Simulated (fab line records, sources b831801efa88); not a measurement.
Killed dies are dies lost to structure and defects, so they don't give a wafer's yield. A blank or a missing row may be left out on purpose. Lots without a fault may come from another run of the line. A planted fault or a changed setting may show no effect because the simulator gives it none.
fab line records | flow sfq_line
record lots=5 wafers=15 last_day=96
route steps=325 shown M7@289 I7@296 M8@311
lots that met no fault: from a run of the same line without faults
start_h: hours from the record's first day to the start of the lot's first wafer shown | wait_h: hours since the lot's step before | " the same as in the row above | L1.1+2: a row that stands for several wafers | - no value, or no start given | * or withheld: withheld | < > ~ a bound
route shown NAME@n: a module of which the file shows steps, and the number in the route of the first | usual: mean/standard deviation of fault-free wafers | same: alike in all rows | chamber/n: place in a boat | sites: the reading at each site | _std_site: their standard deviation | _edge_site: outer sites' mean less inner sites' | radius_mm: how far each site lies from the wafer's centre | mask NAME#n: copy n | behind: the tool/chamber that last shaped the wafer | hold: why the lot was held/for how many hours/how that ended | device: the transistor (n, p or np) that didn't switch | end of line: the same wafers' tests at the end of the route | a step without rows: its recipe alone | killed: dies lost to structure and defects at the first sort, not the wafer's yield | map: a wafer's dies, x killed, . not, _ none there
set.NAME: the setting as run; set.NAME@STEP: as run at that earlier step | model.NAME: the simulator's own value behind a step, which no gauge read
lots at some steps of the route; a table a step, a row a wafer
services: from which hour (start_h, from the record's first day; less than 0 if before it) a tool's chamber was out of use, for how many hours, and why
## steps
# step SFQ_TRILAYER_M7_LITHO_PEB_180
# recipe peb_temp_c=115 peb_time_s=60 resist=KrF
# columns lot.wafer tool chamber start_h wait_h
L082.1+2+3 litho_track-04 0 2004.76 1.0
L083.2+3+5 litho_track-01 0 2008.38 0.8
L089.2+3+6 litho_track-03 0 2045.58 0.8
L092.3+4+5 litho_track-04 0 2080.01 0.7
L096.1+2+3 litho_track-01 0 2204.85 1.0
# step SFQ_TRILAYER_M7_LITHO_DEVELOP_179
# recipe time_s=60 resist=KrF
# columns lot.wafer tool chamber start_h wait_h
L082.1+2+3 litho_track-04 0 2004.91 0.1
L083.2+3+5 litho_track-01 0 2008.53 0.1
L089.2+3+6 litho_track-03 0 2045.73 0.1
L092.3+4+5 litho_track-04 0 2080.16 0.1
L096.1+2+3 litho_track-01 0 2205.00 0.1
# step SFQ_M7_OVL_MEAS_945
# usual M7_OVL=2/6.1
# columns lot.wafer tool chamber start_h wait_h M7_OVL[nm]
L082.1 overlay-02 - 2005.06 0.1 -1
L082.2 " - " " -8
L082.3 " - " " 1
L083.2 overlay-01 - 2008.66 0.1 6
L083.3 " - " " 12
L083.5 " - " " 7
L089.2 overlay-01 - 2045.86 0.1 4
L089.3 " - " " -8
L089.6 " - " " -6
L092.3 overlay-02 - 2080.27 0.1 -2
L092.4 " - " " -5
L092.5 " - " " -4
L096.1 overlay-02 - 2205.15 0.1 5
L096.2 " - " " -1
L096.3 " - " " 2
# step SFQ_TRILAYER_M7_BARC_OPEN_METAL_ETCH_229
# recipe mask_material=PR chemistry=O2 target_depth_nm=125 target=BARC icp_w=600 bias_w=80 pressure_mtorr=10 time_s=41.7
# usual drypump_motor_current_A=5.85/0.28 oes_product_au=0.685/0.0045
# columns lot.wafer tool chamber start_h wait_h drypump_motor_current_A oes_product_au rf_hours_counter_h
L082.1 rie_metal-01 0 2005.09 0.0 5.65 0.691 67
L082.2 " 1 " " 5.87 0.676 105
L082.3 " 1 " " 5.87 0.691 -
L083.2 rie_metal-02 0 2008.69 0.0 5.48 0.686 92
L083.3 " 1 " " 6.02 0.689 -
L083.5 " 0 " " 5.46 0.685 -
L089.2 rie_metal-02 1 2045.89 0.0 6.00 0.680 48
L089.3 " 0 " " 5.46 0.678 -
L089.6 " 1 " " 5.99 0.698 -
L092.3 rie_metal-01 1 2080.32 0.0 5.87 0.682 -
L092.4 " 0 " " 5.64 0.686 -
L092.5 " 1 " " 5.85 0.685 -
L096.1 rie_metal-03 1 2205.19 0.0 5.82 0.680 56
L096.2 " 0 " " 6.32 0.687 113
L096.3 " 1 " " 5.82 0.685 -
# step SFQ_TRILAYER_M7_ETCH_METAL_ETCH_180
# recipe target=Nb stop_on=SiO2 mask_material=PR chemistry=Cl2/Ar target_depth_nm=240 icp_w=600 bias_w=80 pressure_mtorr=10 time_s=120
# usual drypump_motor_current_A=5.85/0.28 oes_product_au=0.892/0.007
# columns lot.wafer tool chamber start_h wait_h drypump_motor_current_A oes_product_au rf_hours_counter_h
L082.1 rie_metal-01 0 2005.15 0.0 5.64 0.894 67
L082.2 " 1 " " 5.88 0.891 105
L082.3 " 1 " " 5.87 0.886 -
L083.2 rie_metal-02 0 2008.75 0.0 5.44 0.893 92
L083.3 " 1 " " 5.99 0.898 -
L083.5 " 0 " " 5.47 0.903 -
L089.2 rie_metal-02 1 2045.95 0.0 6.03 0.893 48
L089.3 " 0 " " 5.49 0.898 -
L089.6 " 1 " " 6.02 0.906 -
L092.3 rie_metal-01 1 2080.40 0.1 5.87 0.889 -
L092.4 " 0 " " 5.63 0.896 -
L092.5 " 1 " " 5.86 0.890 -
L096.1 rie_metal-03 1 2205.24 0.0 5.82 0.887 56
L096.2 " 0 " " 6.34 0.877 113
L096.3 " 1 " " 5.84 0.885 -
# step SFQ_TRILAYER_M7_STRIP_STRIP_181
# recipe gas=O2 power_w=200 platen_temp_c=40 overash_fraction=0.65 chemistry=O2 pressure_mtorr=50
# usual drypump_motor_current_A=5.85/0.28 oes_product_au=0.998/0.0087
# same overash_fraction=0.65
# columns lot.wafer tool chamber start_h wait_h drypump_motor_current_A oes_product_au rf_hours_counter_h
L082.1 rie_metal-01 0 2005.28 0.1 5.60 0.994 67
L082.2 " 1 " " 5.87 1.009 105
L082.3 " 1 " " 5.88 1.007 -
L083.2 rie_metal-02 0 2008.88 0.1 5.46 1.000 92
L083.3 " 1 " " 6.00 0.985 -
L083.5 " 0 " " 5.46 0.991 -
L089.2 rie_metal-02 1 2046.08 0.1 5.99 0.988 48
L089.3 " 0 " " 5.47 0.994 -
L089.6 " 1 " " 5.98 0.996 -
L092.3 rie_metal-01 1 2080.68 0.2 5.87 1.008 -
L092.4 " 0 " " 5.64 1.005 -
L092.5 " 1 " " 5.85 1.008 -
L096.1 rie_metal-03 1 2205.37 0.1 5.79 1.001 56
L096.2 " 0 " " 6.34 1.000 113
L096.3 " 1 " " 5.81 1.009 -
# step SFQ_TRILAYER_M7_STRIP_SOLV_CLEAN_182
# recipe chemistry=NMP temp_c=70 time_s=600
# usual bath_guard_temp_C=70.1/0.47
# columns lot.wafer tool chamber start_h wait_h bath_guard_temp_C
L082.1 wet_bench-02 3 2005.88 0.4 69.2
L082.2 " 0 " " 70.4
L082.3 " 2 " " 70.5
L083.2 wet_bench-01 4 2009.48 0.4 70.1
L083.3 " 7 " " 70.6
L083.5 " 5 " " 69.9
L089.2 wet_bench-01 1 2046.68 0.4 70.1
L089.3 " 5 " " 69.7
L089.6 " 6 " " 70.3
L092.3 wet_bench-01 6 2081.08 0.2 70.0
L092.4 " 4 " " 70.1
L092.5 " 0 " " 70.3
L096.1 wet_bench-04 1 2205.97 0.4 70.4
L096.2 " 3 " " 69.3
L096.3 " 4 " " 69.7
# step SFQ_TRILAYER_I7_DEP_PECVD_183
# recipe material=SiO2 temp_c=150 time_s=111.11 pressure_torr=2.4 rf_w=183.3 precursor=SiH4/N2O target_thk_nm=500
# usual heater_power_w=82/12 throttle_valve_pct=24.5/1.3
# columns lot.wafer tool chamber start_h wait_h heater_power_w throttle_valve_pct
L082.1 pecvd-03 2 2006.05 0.0 89 22.2
L082.2 " 1 " " 103 23.6
L082.3 " 0 " " 69 23.4
L083.2 pecvd-03 2 2009.65 0.0 89 22.5
L083.3 " 1 " " 96 23.3
L083.5 " 2 " " 90 22.5
L089.2 pecvd-02 2 2046.85 0.0 86 24.6
L089.3 " 0 " " 87 25.9
L089.6 " 2 " " 91 24.7
L092.3 pecvd-01 2 2081.26 0.0 80 23.8
L092.4 " 1 " " 93 23.8
L092.5 " 2 " " 82 23.9
L096.1 pecvd-03 0 2206.14 0.0 60 23.9
L096.2 " 1 " " 92 23.7
L096.3 " 0 " " 61 23.9
# step SFQ_TRILAYER_I7_CMP_CMP_184
# recipe material=SiO2 down_force_psi=3 platen_rpm=60 pad_velocity_m_s=0.94248
# usual motor_current_A=10.2/1 slurry_flow_ml_min=150.1/0.44 time_to_endpoint_s=214/7.1
# columns lot.wafer tool chamber start_h wait_h motor_current_A slurry_flow_ml_min time_to_endpoint_s
L082.2 cmp-02 2 2007.57 1.5 11.0 149.8 204
L082.1 " 3 " " 9.3 150.3 207
L082.3 " 1 2009.07 3.0 12.4 150.3 204
L083.3 cmp-01 2 2012.24 2.5 11.0 150.0 211
L083.2 " 0 2013.24 3.5 9.9 149.8 224
L083.5 " 3 2014.74 5.0 10.5 150.9 222
L089.3 cmp-01 1 2048.33 1.4 10.1 150.2 218
L089.2 " 3 2049.33 2.4 9.6 149.4 209
L089.6 " 1 2050.33 3.4 9.8 150.2 215
L092.3 cmp-01 3 2083.63 2.3 9.8 150.6 219
L092.4 " 0 " " 10.2 150.4 228
L092.5 " 0 2086.13 4.8 10.4 150.0 218
L096.3 cmp-02 2 2207.73 1.5 11.8 149.2 223
L096.1 " 3 " " 9.6 150.6 215
L096.2 " 0 " " 9.0 150.2 215
# step SFQ_I7_BOW_MEAS_946
# recipe mode=bow
# usual I7_BOW=9/11
# columns lot.wafer tool chamber start_h wait_h I7_BOW[um]
L082.1 film_metro-02 - 2010.57 2.0 -11
L082.2 " - " " 15
L082.3 " - " " 4
L083.2 film_metro-02 - 2015.26 1.5 17
L083.3 " - " " 0
L083.5 " - " " 20
L089.2 film_metro-01 - 2051.35 1.5 7
L089.3 " - " " 10
L089.6 " - " " 1
L092.3 film_metro-01 - 2086.67 2.5 13
L092.4 " - " " 11
L092.5 " - " " 21
L096.1 film_metro-01 - 2210.23 1.5 8
L096.2 " - " " 0
L096.3 " - " " 8
# step SFQ_TRILAYER_I7_METRO_MEASURE_185
# usual thk_nm=203.4/1
# columns lot.wafer tool chamber start_h wait_h thk_nm
L082.1 film_metro-02 - 2010.69 0.1 202.5
L082.2 " - " " 202.3
L082.3 " - " " 202.3
L083.2 film_metro-02 - 2015.56 0.3 203.9
L083.3 " - " " 204.5
L083.5 " - " " 203.7
L089.2 film_metro-01 - 2051.65 0.3 203.9
L089.3 " - " " 203.5
L089.6 " - " " 205.9
L092.3 film_metro-01 - 2087.15 0.5 205.2
L092.4 " - " " 205.4
L092.5 " - " " 204.8
L096.1 film_metro-01 - 2210.35 0.1 202.0
L096.2 " - " " 203.7
L096.3 " - " " 203.0
# step SFQ_TRILAYER_I7_VIA_LITHO_COAT_192
# recipe resist=BARC spin_rpm=3000 resist_thk_nm=62
# columns lot.wafer tool chamber start_h wait_h
L082.1+2+3 litho_track-02 0 2011.89 1.0
L083.2+3+5 litho_track-03 0 2016.61 0.8
L089.2+3+6 litho_track-03 0 2052.70 0.8
L092.3+4+5 litho_track-04 0 2088.05 0.7
L096.1+2+3 litho_track-03 0 2211.55 1.0
# step SFQ_TRILAYER_I7_VIA_LITHO_COAT_187
# recipe resist=KrF spin_rpm=3000 resist_thk_nm=650
# columns lot.wafer tool chamber start_h wait_h
L082.1+2+3 litho_track-02 0 2012.19 0.2
L083.2+3+5 litho_track-03 0 2016.91 0.2
L089.2+3+6 litho_track-03 0 2053.00 0.2
L092.3+4+5 litho_track-04 0 2088.35 0.2
L096.1+2+3 litho_track-03 0 2211.85 0.2
# step SFQ_TRILAYER_I7_VIA_LITHO_SOFTBAKE_191
# recipe temp_c=withheld time_s=withheld resist=KrF
# columns lot.wafer tool chamber start_h wait_h
L082.1+2+3 litho_track-02 0 2012.49 0.2
L083.2+3+5 litho_track-03 0 2017.19 0.2
L089.2+3+6 litho_track-03 0 2053.28 0.2
L092.3+4+5 litho_track-04 0 2088.60 0.2
L096.1+2+3 litho_track-03 0 2212.15 0.2
# step SFQ_TRILAYER_I7_VIA_LITHO_EXPOSE_188
# recipe mask_id=I7 na=0.6 source_shape=conventional sigma_outer=0.65 target_cd_nm=1000 dose_mj=21.3
# usual stage_vel_mm_s=499.97/0.27
# columns lot.wafer tool chamber start_h wait_h mask stage_vel_mm_s
L082.1 krf_scanner-01 0 2117.42 - I7#0 500.28
L082.2 " 0 " " I7#0 500.14
L082.3 " 0 " " I7#0 500.35
L083.2 krf_scanner-01 0 2121.22 - I7#0 499.46
L083.3 " 0 " " I7#0 499.90
L083.5 " 0 " " I7#0 499.39
L089.2 krf_scanner-01 0 2146.42 - I7#0 499.43
L089.3 " 0 " " I7#0 499.56
L089.6 " 0 " " I7#0 499.60
L092.3 krf_scanner-02 0 2162.40 - I7#0 499.94
L092.4 " 0 " " I7#0 499.73
L092.5 " 0 " " I7#0 499.76
L096.1 krf_scanner-02 0 2214.12 - I7#0 499.84
L096.2 " 0 " " I7#0 500.53
L096.3 " 0 " " I7#0 499.79
# step SFQ_TRILAYER_I7_VIA_LITHO_PEB_190
# recipe peb_temp_c=115 peb_time_s=60 resist=KrF
# columns lot.wafer tool chamber start_h wait_h
L082.1+2+3 litho_track-03 0 2118.62 1.0
L083.2+3+5 litho_track-02 0 2122.24 0.8
L089.2+3+6 litho_track-03 0 2147.44 0.8
L092.3+4+5 litho_track-03 0 2163.25 0.7
L096.1+2+3 litho_track-02 0 2215.32 1.0
# step SFQ_TRILAYER_I7_VIA_LITHO_DEVELOP_189
# recipe time_s=60 resist=KrF
# columns lot.wafer tool chamber start_h wait_h
L082.1+2+3 litho_track-03 0 2118.77 0.1
L083.2+3+5 litho_track-02 0 2122.39 0.1
L089.2+3+6 litho_track-03 0 2147.59 0.1
L092.3+4+5 litho_track-03 0 2163.40 0.1
L096.1+2+3 litho_track-02 0 2215.47 0.1
# step SFQ_I7_OVL_MEAS_947
# usual I7_OVL=-2/5.9
# columns lot.wafer tool chamber start_h wait_h I7_OVL[nm]
L082.1 overlay-01 - 2118.92 0.1 -14
L082.2 " - " " -7
L082.3 " - " " -15
L083.2 overlay-01 - 2122.52 0.1 3
L083.3 " - " " 2
L083.5 " - " " 2
L089.2 overlay-02 - 2147.72 0.1 0
L089.3 " - " " 3
L089.6 " - " " 6
L092.3 overlay-01 - 2163.51 0.1 7
L092.4 " - " " 4
L092.5 " - " " 1
L096.1 overlay-02 - 2215.62 0.1 2
L096.2 " - " " 2
L096.3 " - " " 1
# step SFQ_TRILAYER_I7_VIA_BARC_OPEN_VIA_ETCH_260
# recipe mask_material=PR chemistry=O2 target_depth_nm=125 target=BARC source_w=500 bias_w=80 pressure_mtorr=30 time_s=41.7
# usual drypump_motor_current_A=5.8/0.41 oes_product_au=0.685/0.0046
# columns lot.wafer tool chamber start_h wait_h drypump_motor_current_A oes_product_au rf_hours_counter_h
L082.1 rie_diel-04 3 2118.95 0.0 5.5 0.685 10
L082.2 " 2 " " 6.2 0.686 3
L082.3 " 0 " " 6.0 0.681 2
L083.2 rie_diel-03 1 2122.55 0.0 5.4 0.682 3
L083.3 " 3 " " 6.2 0.684 5
L083.5 " 3 " " 6.2 0.684 -
L089.2 rie_diel-04 2 2147.75 0.0 6.2 0.683 4
L089.3 " 3 " " 5.5 0.680 11
L089.6 " 0 " " 6.0 0.688 -
L092.3 rie_diel-01 0 2163.54 0.0 5.4 0.684 3
L092.4 " 1 " " 6.0 0.691 17
L092.5 " 3 " " 5.3 0.677 -
L096.1 rie_diel-01 2 2215.66 0.0 6.1 0.675 2
L096.2 " 3 " " 5.3 0.683 5
L096.3 " 1 " " 6.0 0.687 18
# step SFQ_TRILAYER_I7_VIA_ETCH_VIA_ETCH_190
# recipe target=SiO2 stop_on=Nb mask_material=PR taper_deg=20 chemistry=CHF3 target_depth_nm=260 source_w=500 bias_w=80 pressure_mtorr=30 time_s=withheld
# usual drypump_motor_current_A=5.8/0.41 oes_product_au=0.862/0.0052
# columns lot.wafer tool chamber start_h wait_h drypump_motor_current_A oes_product_au
L082.1 rie_diel-04 3 2118.99 0.0 5.6 0.862
L082.2 " 2 " " 6.2 0.855
L082.3 " 0 " " 6.0 0.863
L083.2 rie_diel-03 1 2122.59 0.0 5.4 0.867
L083.3 " 3 " " 6.3 0.868
L083.5 " 3 " " 6.2 0.869
L089.2 rie_diel-04 2 2147.79 0.0 6.2 0.856
L089.3 " 3 " " 5.6 0.867
L089.6 " 0 " " 6.0 0.867
L092.3 rie_diel-01 0 2163.58 0.0 5.4 0.863
L092.4 " 1 " " 5.9 0.865
L092.5 " 3 " " 5.3 0.861
L096.1 rie_diel-01 2 2215.70 0.0 6.1 0.858
L096.2 " 3 " " 5.3 0.854
L096.3 " 1 " " 6.0 0.865
# step SFQ_TRILAYER_I7_VIA_STRIP_STRIP_191
# recipe gas=O2 power_w=200 platen_temp_c=40 overash_fraction=0.65 chemistry=O2 pressure_mtorr=50
# usual drypump_motor_current_A=5.81/0.26 oes_product_au=0.999/0.0083
# same overash_fraction=0.65
# columns lot.wafer tool chamber start_h wait_h drypump_motor_current_A oes_product_au rf_hours_counter_h
L082.1 rie_metal-02 0 2119.11 - 5.49 0.992 103
L082.2 " 1 " " 6.03 1.000 56
L082.3 " 0 " " 5.49 0.992 -
L083.2 rie_metal-01 0 2122.71 - 5.62 1.011 82
L083.3 " 1 " " 5.86 1.015 -
L083.5 " 1 " " 5.87 1.005 -
L089.2 rie_metal-01 0 2147.91 - 5.63 0.989 83
L089.3 " 1 " " 5.88 1.007 -
L089.6 " 0 " " 5.64 1.001 -
L092.3 rie_metal-01 1 2163.89 - 5.90 1.000 -
L092.4 " 0 " " 5.64 0.996 -
L092.5 " 0 " " 5.64 0.982 -
L096.1 rie_metal-02 0 2215.81 - 5.46 1.007 115
L096.2 " 1 " " 5.99 0.995 68
L096.3 " 1 " " 5.99 1.004 -
# step SFQ_TRILAYER_I7_VIA_STRIP_SOLV_CLEAN_192
# recipe chemistry=NMP temp_c=70 time_s=600
# usual bath_guard_temp_C=70.1/0.53
# columns lot.wafer tool chamber start_h wait_h bath_guard_temp_C
L082.1 wet_bench-01 3 2119.71 0.4 70.1
L082.2 " 4 " " 70.4
L082.3 " 6 " " 70.3
L083.2 wet_bench-01 0 2123.31 0.4 70.7
L083.3 " 5 " " 70.1
L083.5 " 2 " " 70.2
L089.2 wet_bench-02 2 2148.51 0.4 70.4
L089.3 " 6 " " 70.4
L089.6 " 5 " " 70.5
L092.3 wet_bench-02 3 2164.29 0.2 69.4
L092.4 " 1 " " 69.2
L092.5 " 5 " " 70.6
L096.1 wet_bench-03 6 2216.41 0.4 69.5
L096.2 " 0 " " 70.6
L096.3 " 3 " " 68.9
# step SFQ_TRILAYER_M8_LITHO_LOR_COAT_197
# recipe resist=lift-off spin_rpm=3000
# columns lot.wafer tool chamber start_h wait_h
L082.1+2+3 litho_track-04 0 2119.88 0.0
L083.2+3+5 litho_track-02 0 2123.55 0.1
L089.2+3+6 litho_track-01 0 2148.73 0.1
L092.3+4+5 litho_track-04 0 2164.57 0.1
L096.1+2+3 litho_track-01 0 2216.76 0.0
# step SFQ_TRILAYER_M8_LITHO_LOR_BAKE_198
# recipe resist=lift-off temp_c=withheld time_s=withheld
# columns lot.wafer tool chamber start_h wait_h
L082.1+2+3 litho_track-04 0 2120.18 0.2
L083.2+3+5 litho_track-02 0 2123.89 0.3
L089.2+3+6 litho_track-01 0 2149.07 0.3
L092.3+4+5 litho_track-04 0 2164.95 0.3
L096.1+2+3 litho_track-01 0 2217.06 0.2
# step SFQ_TRILAYER_M8_LITHO_COAT_193
# recipe resist=KrF spin_rpm=3000 resist_thk_nm=600
# columns lot.wafer tool chamber start_h wait_h
L082.1+2+3 litho_track-04 0 - -
L083.2+3+5 litho_track-02 0 - -
L089.2+3+6 litho_track-01 0 - -
L092.3+4+5 litho_track-04 0 - -
L096.1+2+3 litho_track-01 0 - -
# step SFQ_TRILAYER_M8_LITHO_SOFTBAKE_199
# recipe temp_c=withheld time_s=withheld resist=KrF
# columns lot.wafer tool chamber start_h wait_h
L082.1+2+3 litho_track-04 0 - -
L083.2+3+5 litho_track-02 0 - -
L089.2+3+6 litho_track-01 0 - -
L092.3+4+5 litho_track-04 0 - -
L096.1+2+3 litho_track-01 0 - -
# step SFQ_TRILAYER_M8_LITHO_EXPOSE_194
# recipe mask_id=M8 na=0.6 source_shape=conventional sigma_outer=0.65 target_cd_nm=2000 dose_mj=14.4
# usual stage_vel_mm_s=500.01/0.24
# columns lot.wafer tool chamber start_h wait_h mask stage_vel_mm_s
L082.1 krf_scanner-02 0 2121.18 - M8#0 500.31
L082.2 " 0 " " M8#0 500.06
L082.3 " 0 " " M8#0 500.19
L083.2 krf_scanner-02 0 2125.00 - M8#0 500.08
L083.3 " 0 " " M8#0 499.98
L083.5 " 0 " " M8#0 499.41
L089.2 krf_scanner-01 0 2150.31 - M8#0 500.05
L089.3 " 0 " " M8#0 499.80
L089.6 " 0 " " M8#0 500.05
L092.3 krf_scanner-02 0 2243.12 - M8#0 500.23
L092.4 " 0 " " M8#0 500.14
L092.5 " 0 " " M8#0 500.08
L096.1 krf_scanner-01 0 2291.12 - M8#0 499.99
L096.2 " 0 " " M8#0 500.30
L096.3 " 0 " " M8#0 500.32
# step SFQ_TRILAYER_M8_LITHO_PEB_196
# recipe peb_temp_c=115 peb_time_s=58.77 resist=KrF
# columns lot.wafer tool chamber start_h wait_h
L082.1+2+3 litho_track-04 0 2122.38 1.0
L083.2+3+5 litho_track-01 0 2126.02 0.8
L089.2+3+6 litho_track-01 0 2151.33 0.8
L092.3+4+5 litho_track-04 0 2243.97 0.7
L096.1+2+3 litho_track-02 0 2292.32 1.0
# step SFQ_TRILAYER_M8_LITHO_DEVELOP_195
# recipe img_clear_s=15 time_s=55 resist=KrF
# columns lot.wafer tool chamber start_h wait_h
L082.1+2+3 litho_track-04 0 2122.53 0.1
L083.2+3+5 litho_track-01 0 2126.17 0.1
L089.2+3+6 litho_track-01 0 2151.48 0.1
L092.3+4+5 litho_track-04 0 2244.12 0.1
L096.1+2+3 litho_track-02 0 2292.47 0.1
# step SFQ_M8_OVL_MEAS_948
# usual M8_OVL=-3/6.4
# columns lot.wafer tool chamber start_h wait_h M8_OVL[nm]
L082.1 overlay-02 - 2122.67 0.1 -2
L082.2 " - " " -4
L082.3 " - " " 5
L083.2 overlay-02 - 2126.30 0.1 -6
L083.3 " - " " -2
L083.5 " - " " -4
L089.2 overlay-02 - 2151.60 0.1 10
L089.3 " - " " 5
L089.6 " - " " 11
L092.3 overlay-01 - 2244.23 0.1 -6
L092.4 " - " " -12
L092.5 " - " " -5
L096.1 overlay-01 - 2292.61 0.1 13
L096.2 " - " " 8
L096.3 " - " " 6
# step SFQ_TRILAYER_M8_DEP_EVAP_197
# recipe material=Ti angular_spread_deg=1 target_thk_nm=20 time_s=101.8 power_w=2000
# usual cathode_dc_power_W=2000.0/0.36
# columns lot.wafer tool chamber start_h wait_h cathode_dc_power_W
L082.1 pvd_sputter-02 - 2122.71 0.0 1999.8
L082.2 " - " " 2000.6
L082.3 " - " " 1999.9
L083.2 pvd_sputter-01 - 2126.33 0.0 2000.2
L083.3 " - " " 2000.2
L083.5 " - " " 1999.4
L089.2 pvd_sputter-02 - 2151.63 0.0 1999.9
L089.3 " - " " 1999.9
L089.6 " - " " 2000.5
L092.3 pvd_sputter-02 - 2244.25 0.0 2000.1
L092.4 " - " " 2000.0
L092.5 " - " " 2000.1
L096.1 pvd_sputter-02 - 2292.64 0.0 1999.6
L096.2 " - " " 1999.8
L096.3 " - " " 1999.5
# step SFQ_TRILAYER_M8_DEP_EVAP_198
# recipe material=Pt angular_spread_deg=1 target_thk_nm=50 time_s=250 power_w=2000
# usual cathode_dc_power_W=2000.1/0.4
# columns lot.wafer tool chamber start_h wait_h cathode_dc_power_W
L082.1 pvd_sputter-02 - 2122.78 0.0 2000.5
L082.2 " - " " 2000.1
L082.3 " - " " 2000.5
L083.2 pvd_sputter-01 - 2126.40 0.0 2000.4
L083.3 " - " " 2000.2
L083.5 " - " " 2000.5
L089.2 pvd_sputter-02 - 2151.71 0.0 2000.4
L089.3 " - " " 1998.7
L089.6 " - " " 2000.7
L092.3 pvd_sputter-02 - 2244.32 0.0 1999.8
L092.4 " - " " 2000.1
L092.5 " - " " 1999.7
L096.1 pvd_sputter-02 - 2292.72 0.0 2000.3
L096.2 " - " " 2000.0
L096.3 " - " " 2000.2
# step SFQ_TRILAYER_M8_DEP_EVAP_196
# recipe material=Au angular_spread_deg=1 target_thk_nm=180 time_s=900 power_w=2000
# usual cathode_dc_power_W=2000.0/0.36
# columns lot.wafer tool chamber start_h wait_h cathode_dc_power_W
L082.1 pvd_sputter-02 - 2122.94 0.1 1999.5
L082.2 " - " " 2000.8
L082.3 " - " " 2000.3
L083.2 pvd_sputter-01 - 2126.55 0.1 2000.0
L083.3 " - " " 2000.1
L083.5 " - " " 1999.3
L089.2 pvd_sputter-02 - 2151.86 0.1 1999.0
L089.3 " - " " 1999.9
L089.6 " - " " 2000.5
L092.3 pvd_sputter-02 - 2244.48 0.1 1999.7
L092.4 " - " " 1999.7
L092.5 " - " " 2000.1
L096.1 pvd_sputter-02 - 2292.87 0.1 2000.8
L096.2 " - " " 2000.2
L096.3 " - " " 1999.6
# step SFQ_M8_RS_MEAS_949
# recipe thk_meas_gauge=four-point-probe reads=Au_of_TRILAYER_M8_DEP_EVAP_196+Pt_of_TRILAYER_M8_DEP_EVAP_198+Ti_of_TRILAYER_M8_DEP_EVAP_197
# usual M8_AU_RS=0.1541/0.0013
# columns lot.wafer tool chamber start_h wait_h M8_AU_RS[ohm/sq]
L082.1 film_metro-03 - 2123.45 0.3 0.1537
L082.2 " - " " 0.1555
L082.3 " - " " 0.1555
L083.2 film_metro-04 - 2127.09 0.3 0.1518
L083.3 " - " " 0.1522
L083.5 " - " " 0.1512
L089.2 film_metro-02 - 2152.40 0.3 0.1544
L089.3 " - " " 0.1533
L089.6 " - " " 0.1543
L092.3 film_metro-03 - 2245.04 0.3 0.1552
L092.4 " - " " 0.1547
L092.5 " - " " 0.1542
L096.1 film_metro-02 - 2293.39 0.3 0.1545
L096.2 " - " " 0.1551
L096.3 " - " " 0.1550
# step SFQ_M8_THK_MEAS_950
# recipe thk_meas_gauge=xrf reads=Au_of_TRILAYER_M8_DEP_EVAP_196
# usual M8_AU_THK=178.5/1.6
# columns lot.wafer tool chamber start_h wait_h M8_AU_THK[nm]
L082.1 film_metro-03 - 2123.57 0.1 179.2
L082.2 " - " " 177.6
L082.3 " - " " 176.9
L083.2 film_metro-04 - 2127.20 0.1 181.6
L083.3 " - " " 181.5
L083.5 " - " " 182.2
L089.2 film_metro-02 - 2152.51 0.1 176.8
L089.3 " - " " 178.4
L089.6 " - " " 176.6
L092.3 film_metro-03 - 2245.14 0.1 177.5
L092.4 " - " " 178.4
L092.5 " - " " 178.0
L096.1 film_metro-02 - 2293.51 0.1 178.2
L096.2 " - " " 177.4
L096.3 " - " " 177.2
# step SFQ_TRILAYER_M8_LIFTOFF_LIFTOFF_197
# recipe temp_c=80 time_s=600 chemistry=NMP
# usual bath_guard_temp_C=80.1/0.58
# columns lot.wafer tool chamber start_h wait_h bath_guard_temp_C
L082.1 wet_bench-04 1 2123.63 0.1 80.9
L082.2 " 5 " " 80.7
L082.3 " 0 " " 80.6
L083.2 wet_bench-04 2 2127.25 0.0 79.9
L083.3 " 6 " " 79.3
L083.5 " 5 " " 80.5
L089.2 wet_bench-02 1 2152.56 0.0 79.6
L089.3 " 2 " " 80.8
L089.6 " 3 " " 79.5
L092.3 wet_bench-03 4 2245.18 0.0 80.2
L092.4 " 7 " " 79.9
L092.5 " 0 " " 80.9
L096.1 wet_bench-03 7 2293.57 0.1 80.3
L096.2 " 1 " " 79.6
L096.3 " 3 " " 78.9
# step SFQ_M8_BOW_MEAS_951
# recipe mode=bow
# usual M8_BOW=10/11
# columns lot.wafer tool chamber start_h wait_h M8_BOW[um]
L082.1 film_metro-02 - 2123.82 0.0 -9
L082.2 " - " " 17
L082.3 " - " " 6
L083.2 film_metro-03 - 2127.46 0.0 18
L083.3 " - " " 0
L083.5 " - " " 21
L089.2 film_metro-04 - 2152.75 0.0 9
L089.3 " - " " 11
L089.6 " - " " 3
L092.3 film_metro-02 - 2245.57 0.0 16
L092.4 " - " " 13
L092.5 " - " " 24
L096.1 film_metro-03 - 2293.74 0.0 8
L096.2 " - " " 1
L096.3 " - " " 9
## services
# columns tool chamber start_h hours kind
krf_scanner-01 - 1987.39 0.8 pm
krf_scanner-01 - 1988.60 1.8 repair
pvd_sputter-02 - 1992.82 1.2 repair
pvd_sputter-02 - 1997.80 11.2 repair
krf_scanner-02 - 2000.72 1.3 pm
krf_scanner-02 - 2001.27 9.9 repair
krf_scanner-02 - 2016.43 0.8 pm
rie_metal-02 - 2021.83 0.3 repair
krf_scanner-02 - 2047.18 1.0 pm
krf_scanner-02 - 2049.24 0.9 repair
krf_scanner-01 - 2067.16 1.0 pm
krf_scanner-01 - 2074.34 1.3 pm
pvd_sputter-02 - 2080.47 32.4 repair
krf_scanner-01 - 2088.58 4.0 pm
krf_scanner-02 - 2088.93 2.0 repair
krf_scanner-02 - 2098.57 3.3 repair
krf_scanner-01 - 2148.62 0.8 pm
krf_scanner-02 - 2175.70 1.3 pm
krf_scanner-01 - 2175.81 10.2 repair
krf_scanner-02 - 2186.72 0.8 pm
krf_scanner-02 - 2216.52 1.0 pm
krf_scanner-01 - 2236.05 1.0 pm
krf_scanner-01 - 2251.27 1.3 pm
krf_scanner-02 - 2264.59 5.5 pm
## key
fault none
